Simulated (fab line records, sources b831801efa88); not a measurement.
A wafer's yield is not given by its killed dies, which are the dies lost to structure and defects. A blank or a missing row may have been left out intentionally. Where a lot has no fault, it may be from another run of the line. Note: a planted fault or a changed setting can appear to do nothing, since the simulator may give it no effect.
Check for tools in common | flow gf180mcu | Lots sampled 12, wafers sampled 45

REASON IT WAS OPENED
GF_MVSD_TW_MEAS_11, reading MVSD_TW: flagged on 3 of 12 lots. Wafers without a fault read 1585, standard deviation 18.
Rule: a lot is flagged when every wafer of it that has a number lies more than 4 standard deviations from that mean, or none has a number. The other lots count as sound.

lot  | measured    | on            | MVSD_TW, wafer by wafer | flag
L562 | day 4 08:35 | film_metro-03 | 1556 1559 1570          |
L563 | day 4 21:29 | film_metro-03 | 1561 1567 1566          |
L569 | day 6 07:45 | film_metro-02 | 1584 1581 1587          |
L570 | day 6 10:46 | film_metro-01 | 1599 1605 1612          |
L572 | day 6 23:06 | film_metro-01 | 1611 1607 1609          |
L573 | day 7 05:09 | film_metro-02 | 1584 1577 1586          |
L574 | day 7 10:42 | film_metro-03 | 1548 1560 1549          |
L575 | day 7 15:11 | film_metro-02 | 1581 1583 1578          |
L578 | day 8 07:50 | film_metro-01 | 30 30 30 30 30 30       | FLAGGED
L579 | day 8 12:18 | film_metro-01 | 30 30 30 30 30 30       | FLAGGED
L580 | day 8 19:24 | film_metro-01 | 30 30 30 30 30 30       | FLAGGED
L585 | day 9 22:20 | film_metro-01 | 1587 1603 1603          |
Average over the flagged lots: 30; offset from the usual -1555, equal to -86 standard deviations.

WHICH TOOL RAN EACH LOT
Before the reading, the record contains 2 process steps out of a 602-step route. In each cell: the tool, then ch and the chambers that the sampled wafers went through, then the start.
lot  | flag    | GF_LVPWELL_STRIP_10                 | GF_MVSD_STRIP_10
L562 |         | plasma_asher-01 ch 0,1, day 3 18:39 | plasma_asher-03 ch 0,1, day 4 08:29
L563 |         | plasma_asher-04 ch 0,1, day 4 07:42 | plasma_asher-04 ch 0,1, day 4 21:23
L569 |         | plasma_asher-01 ch 0,1, day 5 16:27 | plasma_asher-01 ch 0,1, day 6 07:39
L570 |         | plasma_asher-01 ch 0,1, day 5 18:47 | plasma_asher-03 ch 0,1, day 6 10:39
L572 |         | plasma_asher-04 ch 0,1, day 6 06:48 | plasma_asher-04 ch 0,1, day 6 23:00
L573 |         | plasma_asher-02 ch 0,1, day 6 12:51 | plasma_asher-03 ch 0,1, day 7 05:03
L574 |         | plasma_asher-02 ch 0,1, day 6 18:36 | plasma_asher-03 ch 0,1, day 7 10:36
L575 |         | plasma_asher-02 ch 1, day 6 23:21   | plasma_asher-01 ch 0, day 7 15:05
L578 | FLAGGED | plasma_asher-01 ch 0,1, day 7 15:29 | plasma_asher-04 ch 0,1, day 8 07:44
L579 | FLAGGED | plasma_asher-02 ch 0,1, day 7 19:32 | plasma_asher-04 ch 0,1, day 8 12:12
L580 | FLAGGED | plasma_asher-02 ch 0,1, day 8 01:53 | plasma_asher-03 ch 0,1, day 8 19:18
L585 |         | plasma_asher-01 ch 0,1, day 9 05:18 | plasma_asher-01 ch 0,1, day 9 22:14
What these steps do:
- GF_LVPWELL_STRIP_10: strips in O2/N2.
- GF_MVSD_STRIP_10: strips in O2/N2.
- GF_MVSD_TW_MEAS_11

FLAGGED AGAINST TOTAL, ONE TOOL AT A TIME (gauges that did the reading follow at the end)
step                | tool            | lots run | flagged | share of the flagged lots | sound lots run after its first flagged lot
GF_LVPWELL_STRIP_10 | plasma_asher-01 | 5        | 1       | some                      | 1 (L585)
GF_LVPWELL_STRIP_10 | plasma_asher-02 | 5        | 2       | some                      | 0
GF_LVPWELL_STRIP_10 | plasma_asher-04 | 2        | 0       | none                      | -
GF_MVSD_STRIP_10    | plasma_asher-01 | 3        | 0       | none                      | -
GF_MVSD_STRIP_10    | plasma_asher-03 | 5        | 1       | some                      | 0
GF_MVSD_STRIP_10    | plasma_asher-04 | 4        | 2       | some                      | 0
GF_MVSD_TW_MEAS_11  | film_metro-01   | 6        | 3       | all                       | 1 (L585)
GF_MVSD_TW_MEAS_11  | film_metro-02   | 3        | 0       | none                      | -
GF_MVSD_TW_MEAS_11  | film_metro-03   | 3        | 0       | none                      | -

WHAT IS ALLOWED BY THE TABLE
All flagged lots share 1 row of the table, namely film_metro-01 at GF_MVSD_TW_MEAS_11.
- film_metro-01 at GF_MVSD_TW_MEAS_11: 3 of its 6 lots flagged. Sound lots followed the first flagged one (L585) on it, something a lasting fault affecting the whole tool could not allow.
Every row of the table either missed a flagged lot or ran a sound lot after the first.

WHAT WAS PUT IN BY THE SIMULATOR
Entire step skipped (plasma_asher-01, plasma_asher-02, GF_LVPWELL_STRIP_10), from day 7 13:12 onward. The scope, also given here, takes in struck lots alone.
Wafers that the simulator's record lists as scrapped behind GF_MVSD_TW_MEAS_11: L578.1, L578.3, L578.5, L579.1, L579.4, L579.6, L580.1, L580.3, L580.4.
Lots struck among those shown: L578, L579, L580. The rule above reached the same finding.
